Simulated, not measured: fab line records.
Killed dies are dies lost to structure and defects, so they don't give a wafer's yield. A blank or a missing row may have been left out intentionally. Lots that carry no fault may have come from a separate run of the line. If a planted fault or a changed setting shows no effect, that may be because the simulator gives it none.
fab line records | flow sky130
record: lots: 5 | wafers: 15 | last_day: 50
route steps=708 shown VIA2@520 METAL3@532
lots untouched by any fault: they come from a run of this same line in which no faults occurred
start_h: the number of hours between the record's first day and the start of the first shown wafer of the lot | wait_h: hours from the lot's prior step to this one | " the same as in the row above | L1.1+2: a single row standing in for several wafers | - no value, or no start was given | * or withheld: withheld | < > ~ a bound
route shown NAME@n: names a module that has steps shown in the file, with the first one's number in the route | usual: average and standard deviation across the fault-free wafers | same: alike in all rows | chamber/n: place in a boat | sites: per-site readings | _std_site: the values' standard deviation | _edge_site: mean of outer sites minus mean of inner sites | radius_mm: how far each site lies from the wafer's centre | mask NAME#n: copy n | behind: tool/chamber where the wafer was last shaped | hold: why the lot went on hold/how many hours it stayed there/how the hold came to an end | device: the transistor (n, p or np) that didn't switch | end of line: tests run on the same wafers once the route is complete | a step with no rows: only its recipe | killed: count of dies lost to structure and defects at first sort (not the wafer's yield) | map: dies across one wafer; x = killed, . = not, _ = none there
set.NAME: the setting that was run; set.NAME@STEP: the one run at that earlier step | model.NAME: the simulator's own value behind a step, which no gauge read
lots at some steps of the route; a table a step, a row a wafer
services: when a tool's chamber went out of use (start_h, in hours from the record's first day, below 0 if earlier), for how many hours, and the reason
== steps ==
step: SKY_VIA2_OVL_MEAS_13
usual: VIA2_OVL: 0/7
lot.wafer | tool       | chamber | start_h | wait_h | VIA2_OVL[nm]
L274.2    | overlay-02 | -       | 905.64  | 0.1    | 12
L274.5    | "          | -       | "       | "      | 9
L274.6    | "          | -       | "       | "      | 8
L275.2    | overlay-01 | -       | 913.74  | 0.1    | -8
L275.3    | "          | -       | "       | "      | -9
L275.5    | "          | -       | "       | "      | -10
L277.1    | overlay-01 | -       | 939.38  | 0.1    | -6
L277.2    | "          | -       | "       | "      | -12
L277.6    | "          | -       | "       | "      | -21
L278.2    | overlay-01 | -       | 942.26  | 0.1    | -2
L278.3    | "          | -       | "       | "      | -6
L278.6    | "          | -       | "       | "      | -11
L288.3    | overlay-02 | -       | 1017.20 | 0.1    | 9
L288.5    | "          | -       | "       | "      | 6
L288.6    | "          | -       | "       | "      | 8
step: SKY_VIA2_ETCH_14
recipe: chemistry: N2/H2 | target: BARC | ion_energy_ev: 200 | source_w: 500 | bias_w: 100 | pressure_mtorr: 30 | n2_flow_sccm: 100 | h2_flow_sccm: 200 | stop_on: SiO2 | time_s: 45.9 | target_depth_a: 600
usual: drypump_motor_current_A: 5.8/0.46 | oes_product_au: 0.855/0.0049 | throttle_valve_pct: 13.225/0.0081
lot.wafer | tool        | chamber | start_h | wait_h | drypump_motor_current_A | oes_product_au | rf_hours_counter_h | throttle_valve_pct
L274.2    | rie_diel-04 | 1       | 905.67  | 0.0    | 6.3                     | 0.854          | 4                  | 13.221
L274.5    | "           | 2       | "       | "      | 6.3                     | 0.847          | -                  | 13.228
L274.6    | "           | 3       | "       | "      | 5.7                     | 0.862          | -                  | 13.220
L275.2    | rie_diel-01 | 0       | 913.77  | 0.0    | 4.9                     | 0.852          | 4                  | 13.223
L275.3    | "           | 1       | "       | "      | 5.9                     | 0.851          | 9                  | 13.228
L275.5    | "           | 1       | "       | "      | 5.9                     | 0.857          | -                  | 13.228
L277.1    | rie_diel-01 | 2       | 939.42  | 0.0    | 5.6                     | 0.857          | 19                 | 13.217
L277.2    | "           | 1       | "       | "      | 5.9                     | 0.854          | 10                 | 13.224
L277.6    | "           | 1       | "       | "      | 5.9                     | 0.852          | -                  | 13.213
L278.2    | rie_diel-01 | 0       | 942.29  | 0.0    | 5.0                     | 0.855          | 5                  | 13.218
L278.3    | "           | 1       | "       | "      | 5.9                     | 0.853          | 10                 | 13.222
L278.6    | "           | 3       | "       | "      | 6.6                     | 0.862          | -                  | 13.226
L288.3    | rie_diel-01 | 3       | 1017.23 | 0.0    | 6.5                     | 0.846          | 20                 | 13.224
L288.5    | "           | 1       | "       | "      | 6.0                     | 0.858          | -                  | 13.217
L288.6    | "           | 2       | "       | "      | 5.5                     | 0.853          | -                  | 13.224
step: SKY_VIA2_ETCH_15
recipe: target: SiO2 | chemistry: C4F8/O2/Ar | target_depth_nm: 546 | stop_on: TiN | mask_material: KrF-thick | source_w: 1500 | bias_w: 1200 | pressure_mtorr: 40 | c4f8_flow_sccm: withheld | O2_flow_sccm: 6 | Ar_flow_sccm: 300 | time_s: 84
usual: oes_product_au: 0.940/0.0047
lot.wafer | tool        | chamber | start_h | wait_h | oes_product_au | rf_hours_counter_h
L274.2    | rie_diel-04 | 1       | 905.71  | 0.0    | 0.937          | 4
L274.5    | "           | 2       | "       | "      | 0.943          | -
L274.6    | "           | 3       | "       | "      | 0.947          | -
L275.2    | rie_diel-01 | 0       | 913.81  | 0.0    | 0.942          | 4
L275.3    | "           | 1       | "       | "      | 0.940          | 9
L275.5    | "           | 1       | "       | "      | 0.934          | -
L277.1    | rie_diel-01 | 2       | 939.46  | 0.0    | 0.946          | 19
L277.2    | "           | 1       | "       | "      | 0.947          | 10
L277.6    | "           | 1       | "       | "      | 0.943          | -
L278.2    | rie_diel-01 | 0       | 942.33  | 0.0    | 0.941          | 5
L278.3    | "           | 1       | "       | "      | 0.937          | 10
L278.6    | "           | 3       | "       | "      | 0.950          | -
L288.3    | rie_diel-01 | 3       | 1017.27 | 0.0    | 0.936          | 20
L288.5    | "           | 1       | "       | "      | 0.935          | -
L288.6    | "           | 2       | "       | "      | 0.935          | -
step: SKY_VIA2_STRIP_16
recipe: chemistry: O2/N2 | power_w: 1400 | pressure_mtorr: 1500 | platen_temp_c: withheld | o2_flow_sccm: 3000 | n2_flow_sccm: 300 | overash_fraction: 0.5
usual: drypump_motor_current_A: 5.4/0.36 | oes_product_au: 0.399/0.0047 | strip_time_to_endpoint_s: 4.046/0.024
lot.wafer | tool            | chamber | start_h | wait_h | drypump_motor_current_A | oes_product_au | rf_hours_counter_h | strip_time_to_endpoint_s
L274.2    | plasma_asher-02 | 1       | 905.78  | 0.0    | 5.8                     | 0.408          | 107                | 4.064
L274.5    | "               | 0       | "       | "      | 5.7                     | 0.399          | -                  | 4.054
L274.6    | "               | 1       | "       | "      | 5.8                     | 0.390          | -                  | 4.041
L275.2    | plasma_asher-01 | 0       | 913.88  | 0.0    | 5.1                     | 0.391          | 17                 | 4.050
L275.3    | "               | 0       | "       | "      | 5.1                     | 0.407          | -                  | 4.075
L275.5    | "               | 0       | "       | "      | 5.1                     | 0.402          | -                  | 4.089
L277.1    | plasma_asher-01 | 0       | 939.53  | 0.0    | 5.1                     | 0.401          | 20                 | 4.052
L277.2    | "               | 1       | "       | "      | 5.4                     | 0.397          | 20                 | 4.071
L277.6    | "               | 1       | "       | "      | 5.4                     | 0.396          | -                  | 4.060
L278.2    | plasma_asher-03 | 0       | 942.40  | 0.0    | 5.3                     | 0.402          | 78                 | 4.067
L278.3    | "               | 1       | "       | "      | 4.9                     | 0.400          | -                  | 4.058
L278.6    | "               | 1       | "       | "      | 4.9                     | 0.398          | -                  | 4.063
L288.3    | plasma_asher-03 | 1       | 1017.37 | 0.1    | 4.8                     | 0.401          | -                  | 4.017
L288.5    | "               | 0       | "       | "      | 5.3                     | 0.402          | -                  | 4.002
L288.6    | "               | 1       | "       | "      | 4.8                     | 0.393          | -                  | 4.026
step: SKY_VIA2_STRIP_17
recipe: chemistry: post_etch_residue_remover | time_s: 1200 | temp_c: 72.5
step: SKY_VIA2_CLEAN_18
recipe: chemistry: IPA | time_s: 180 | temp_c: 25
step: SKY_VIA2_CLEAN_19
recipe: chemistry: O3/DIW | dry: n2_spin
step: SKY_VIA2_SPUTTER_20
recipe: material: TiN | target_thk_nm: 20 | chamber_pressure_pa: 5 | power_w: 4000 | time_s: 80
step: SKY_VIA2_CVD_21
recipe: material: W | target_thk_nm: 420 | time_s: 126.4 | temp_c: 400 | pressure_torr: 40
usual: heater_power_w: 897/79
lot.wafer | tool     | chamber | start_h | wait_h | heater_power_w
L274.2    | cvd_w-02 | 0       | 906.45  | 0.0    | 970
L274.5    | "        | 1       | "       | "      | 870
L274.6    | "        | 0       | "       | "      | 991
L275.2    | cvd_w-02 | 1       | 914.94  | 0.0    | 885
L275.3    | "        | 0       | "       | "      | 964
L275.5    | "        | 0       | "       | "      | 1012
L277.1    | cvd_w-01 | 0       | 940.18  | 0.0    | 791
L277.2    | "        | 1       | "       | "      | 788
L277.6    | "        | 1       | "       | "      | 792
L278.2    | cvd_w-02 | 1       | 943.05  | 0.0    | 885
L278.3    | "        | 1       | "       | "      | 898
L278.6    | "        | 0       | "       | "      | 1010
L288.3    | cvd_w-01 | 0       | 1018.03 | 0.1    | 783
L288.5    | "        | 0       | "       | "      | 776
L288.6    | "        | 1       | "       | "      | 806
step: SKY_VIA2_RS_MEAS_22
recipe: thk_meas_gauge: four-point-probe | reads: W_of_VIA2_CVD_21+TiN_of_VIA2_SPUTTER_20
usual: VIA2_W_RS: 0.275/0.0035
lot.wafer | tool          | chamber | start_h | wait_h | VIA2_W_RS[ohm/sq]
L274.2    | film_metro-04 | -       | 906.60  | 0.1    | 0.270
L274.5    | "             | -       | "       | "      | 0.272
L274.6    | "             | -       | "       | "      | 0.268
L275.2    | film_metro-01 | -       | 915.09  | 0.1    | 0.274
L275.3    | "             | -       | "       | "      | 0.271
L275.5    | "             | -       | "       | "      | 0.274
L277.1    | film_metro-01 | -       | 940.31  | 0.1    | 0.275
L277.2    | "             | -       | "       | "      | 0.269
L277.6    | "             | -       | "       | "      | 0.273
L278.2    | film_metro-03 | -       | 943.20  | 0.1    | 0.281
L278.3    | "             | -       | "       | "      | 0.280
L278.6    | "             | -       | "       | "      | 0.273
L288.3    | film_metro-01 | -       | 1018.15 | 0.1    | 0.274
L288.5    | "             | -       | "       | "      | 0.272
L288.6    | "             | -       | "       | "      | 0.275
step: SKY_VIA2_THK_MEAS_23
recipe: thk_meas_gauge: xrf | reads: W_of_VIA2_CVD_21
usual: VIA2_W_THK: 409/7.5
lot.wafer | tool          | chamber | start_h | wait_h | VIA2_W_THK[nm]
L274.2    | film_metro-04 | -       | 906.71  | 0.1    | 419
L274.5    | "             | -       | "       | "      | 417
L274.6    | "             | -       | "       | "      | 423
L275.2    | film_metro-01 | -       | 915.20  | 0.1    | 416
L275.3    | "             | -       | "       | "      | 424
L275.5    | "             | -       | "       | "      | 418
L277.1    | film_metro-01 | -       | 940.43  | 0.1    | 411
L277.2    | "             | -       | "       | "      | 421
L277.6    | "             | -       | "       | "      | 414
L278.2    | film_metro-03 | -       | 943.31  | 0.1    | 399
L278.3    | "             | -       | "       | "      | 400
L278.6    | "             | -       | "       | "      | 408
L288.3    | film_metro-01 | -       | 1018.25 | 0.1    | 416
L288.5    | "             | -       | "       | "      | 420
L288.6    | "             | -       | "       | "      | 416
step: SKY_VIA2_CMP_24
recipe: stop_on: SiO2 | t_overpolish_s: 20 | down_force_psi: 3.5 | platen_rpm: 60 | target_thk_nm: 0 | pad_velocity_m_s: 0.94248
step: SKY_METAL3_SPUTTER_00
recipe: material: Ti | target_thk_nm: 15 | power_w: 3000 | time_s: 10 | chamber_pressure_pa: 0.4
usual: throttle_valve_pct: 29.8/1.2
lot.wafer | tool           | chamber | start_h | wait_h | throttle_valve_pct | model.Ti_of_METAL3_SPUTTER_00.thk_nm
L274.2    | pvd_sputter-04 | -       | 907.06  | 0.2    | 29.9               | 14.98
L274.5    | "              | -       | "       | "      | 29.6               | 14.88
L274.6    | "              | -       | "       | "      | 27.6               | 15.28
L275.2    | pvd_sputter-04 | -       | 915.65  | 0.2    | 29.2               | 15.18
L275.3    | "              | -       | "       | "      | 29.3               | 14.9
L275.5    | "              | -       | "       | "      | 29.6               | 14.91
L277.1    | pvd_sputter-03 | -       | 941.28  | 0.1    | 30.3               | 14.81
L277.2    | "              | -       | "       | "      | 31.1               | 14.81
L277.6    | "              | -       | "       | "      | 31.3               | 14.67
L278.2    | pvd_sputter-04 | -       | 943.66  | 0.1    | 27.6               | 15.23
L278.3    | "              | -       | "       | "      | 29.4               | 14.84
L278.6    | "              | -       | "       | "      | 29.4               | 10.55
L288.3    | pvd_sputter-03 | -       | 1018.59 | 0.2    | 30.1               | 15
L288.5    | "              | -       | "       | "      | 30.2               | 15.07
L288.6    | "              | -       | "       | "      | 31.4               | 14.93
step: SKY_METAL3_SPUTTER_01
recipe: material: TiN | target_thk_nm: 20 | power_w: 6500 | time_s: 16.7 | chamber_pressure_pa: 0.4
usual: throttle_valve_pct: 29.8/1.2
lot.wafer | tool           | chamber | start_h | wait_h | throttle_valve_pct
L274.2    | pvd_sputter-04 | -       | 907.08  | 0.0    | 30.2
L274.5    | "              | -       | "       | "      | 29.3
L274.6    | "              | -       | "       | "      | 27.8
L275.2    | pvd_sputter-04 | -       | 915.67  | 0.0    | 29.4
L275.3    | "              | -       | "       | "      | 29.5
L275.5    | "              | -       | "       | "      | 29.3
L277.1    | pvd_sputter-03 | -       | 941.30  | 0.0    | 30.4
L277.2    | "              | -       | "       | "      | 31.3
L277.6    | "              | -       | "       | "      | 31.4
L278.2    | pvd_sputter-04 | -       | 943.68  | 0.0    | 27.7
L278.3    | "              | -       | "       | "      | 29.1
L278.6    | "              | -       | "       | "      | 29.3
L288.3    | pvd_sputter-03 | -       | 1018.62 | 0.0    | 30.4
L288.5    | "              | -       | "       | "      | 30.4
L288.6    | "              | -       | "       | "      | 31.5
== services ==
tool            | chamber | start_h | hours | kind
rie_diel-04     | 0       | 882.07  | 48.4  | repair
rie_diel-01     | 0       | 901.89  | 1.3   | repair
cvd_w-01        | -       | 904.00  | 14.0  | pm
cvd_w-01        | 0       | 904.00  | 14.0  | vent_cycle
cvd_w-01        | 1       | 904.00  | 14.0  | vent_cycle
cvd_w-02        | 1       | 909.11  | 4.3   | repair
rie_diel-01     | 1       | 917.03  | 2.5   | repair
cvd_w-01        | 0       | 918.00  | -     | clean
cvd_w-01        | 1       | 918.00  | -     | clean
rie_diel-04     | -       | 949.04  | 1.0   | repair
rie_diel-04     | 1       | 969.12  | 3.3   | repair
pvd_sputter-04  | -       | 979.53  | 5.0   | repair
rie_diel-01     | 2       | 979.89  | 3.0   | repair
rie_diel-04     | 2       | 988.15  | -     | clean
rie_diel-04     | 2       | 988.15  | 37.7  | scheduled_down
rie_diel-04     | 2       | 988.15  | 37.7  | vent_cycle
plasma_asher-03 | -       | 988.18  | 1.3   | repair
pvd_sputter-04  | -       | 988.26  | 1.0   | repair
cvd_w-01        | -       | 1001.37 | 1.9   | repair
cvd_w-01        | -       | 1002.64 | 0.4   | repair
cvd_w-02        | 1       | 1011.19 | 3.4   | repair
cvd_w-02        | -       | 1015.51 | 0.9   | repair
== key ==
first_sign none at tools or gauges
model_effect: step: SKY_METAL3_SPUTTER_00 | value: Ti_of_METAL3_SPUTTER_00.thk_nm | without: 14.93 | struck: 10.55
met_at SKY_METAL3_SPUTTER_00
struck_wafers L278.6
onset_between 915.65 943.66
fault: kind: process_parameter_drift | tool: pvd_sputter-04 | chamber: - | onset_h: 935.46 | steps: SKY_METAL3_SPUTTER_00 | channel: time_s | offset: * | shape: step | end_h: 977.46 | scope: struck_wafers_only | acts_in: * | stated: *
